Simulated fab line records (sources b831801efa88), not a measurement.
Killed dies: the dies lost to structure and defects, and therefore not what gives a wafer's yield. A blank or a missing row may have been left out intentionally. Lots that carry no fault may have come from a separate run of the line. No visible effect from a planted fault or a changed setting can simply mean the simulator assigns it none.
Which tool is to blame? -- flow gf180mcu -- 12 lots (36 wafers sampled), 1 step of a 602-step route

WHAT THE GAUGES SHOWED, per wafer
GF_M4_THK_MEAS_06: measures by xrf.
lot,measured,on,M4_ALCU_THK (nm)
L158,day 22 10:40,film metro-02,454 451 447
L162,day 23 22:54,film metro-02,462 459 460
L164,day 24 20:16,film metro-02,457 457 458
L168,day 26 06:14,film metro-02,457 460 462
L169,day 26 06:49,film metro-02,459 456 460
L170,day 27 00:29,film metro-02,468 465 467
L173,day 27 14:58,film metro-03,458 457 457
L174,day 28 00:11,film metro-03,452 455 455
L177,day 28 17:18,film metro-01,448 451 446
L178,day 29 01:26,film metro-02,466 463 463
L179,day 29 05:02,film metro-03,452 452 454
L181,day 29 18:38,film metro-02,460 459 461

EACH LOT AND THE TOOL THAT RAN IT (in order: tool; ch and the chambers of the sampled wafers; start)
The record shows no process step preceding these readings.

AS READ BY THE TOOLS THEMSELVES (means over the sampled wafers that have a number; for cases with no such wafer, the mark the record gives instead)
The record holds no such reading with a usual standard deviation.

THE ANSWER, worked out from the rows above alone
Rule: what is usual is taken from the lots themselves. The widest of any qualifying gaps counts: lots, ordered by their means at a reading, are off when they make up no more than a third of the lots, leave a main group of 4 or more, and stand apart from it by 3 or more times the standard deviation of that group's means. A main group is skipped when, at the precision printed for the reading in the tables above, its means are all equal. A lot without any number at a reading at which 4 lots or more have one is off too. Where the step has rows for the other lots, those lots are counted as sound. The gauges are gone through in route order, then the tools' own readings, and for those a lot's mean is taken as printed above. At the first step where some lot is off, the reading lying furthest off is the one used; lots without a number count as furthest.
No lot is off on any of the readings shown, so nothing can be concluded from this.

WHAT THE SIMULATOR PUT IN
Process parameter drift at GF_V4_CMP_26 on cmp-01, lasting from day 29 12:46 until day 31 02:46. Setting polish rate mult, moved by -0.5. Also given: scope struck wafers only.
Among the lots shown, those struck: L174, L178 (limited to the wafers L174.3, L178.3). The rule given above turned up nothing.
